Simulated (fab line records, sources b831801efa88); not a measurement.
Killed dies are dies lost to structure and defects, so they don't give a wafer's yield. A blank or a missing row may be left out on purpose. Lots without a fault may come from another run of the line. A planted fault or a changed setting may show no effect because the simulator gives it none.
Chamber matching | flow gf180mcu | GF_V4_CMP_04 on cmp-02: 4 sister chambers
The step polishes SiO2. 4 wafers are shown with their chamber, then 8 later ones without.

WAFERS WITH THEIR CHAMBER
wafer  | chamber | motor_current_A (A)
L561.3 | 0       | 11.1
L561.4 | 3       | 10.9
L561.5 | 2       | 11.4
L562.2 | 1       | 11.5

WAFERS WITHOUT THEIR CHAMBER
wafer  | motor_current_A (A)
L562.4 | 11.1
L562.6 | 11.6
L563.1 | 10.7
L563.2 | 11.1
L563.6 | 10.5
L564.2 | 11.0
L564.4 | 11.4
L564.5 | 12.1

WHICH CHAMBER EACH WENT THROUGH
wafer  | from the rows above               | in truth
L562.4 | can't be placed: 0 or 3 or 2 or 1 | 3
L562.6 | can't be placed: 1 or 2 or 0      | 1
L563.1 | can't be placed: 3 or 0 or 2      | 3
L563.2 | can't be placed: 0 or 3 or 2 or 1 | 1
L563.6 | can't be placed: 3 or 0 or 2      | 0
L564.2 | can't be placed: 0 or 3 or 2 or 1 | 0
L564.4 | can't be placed: 2 or 1 or 0 or 3 | 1
L564.5 | can't be placed: 1 or 2 or 0      | 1
Placed correctly: 0 of 8. Can't be placed from these rows: 8 (the true chamber is among the candidates in 8). Placed wrongly: 0.
How it was worked out, from the rows above alone: a wafer's distance from a chamber is the root of the sum, over the readings, of the square of ((its reading less the chamber's mean) divided by the reading's scatter). The wafer belongs to the nearest chamber; if the next one is less than 2 further off, it can't be placed. A chamber's mean is the mean of its shown wafers. The scatter: with one shown wafer a chamber, the root of the mean of the squares of how far each hidden wafer lies from its nearest shown one.
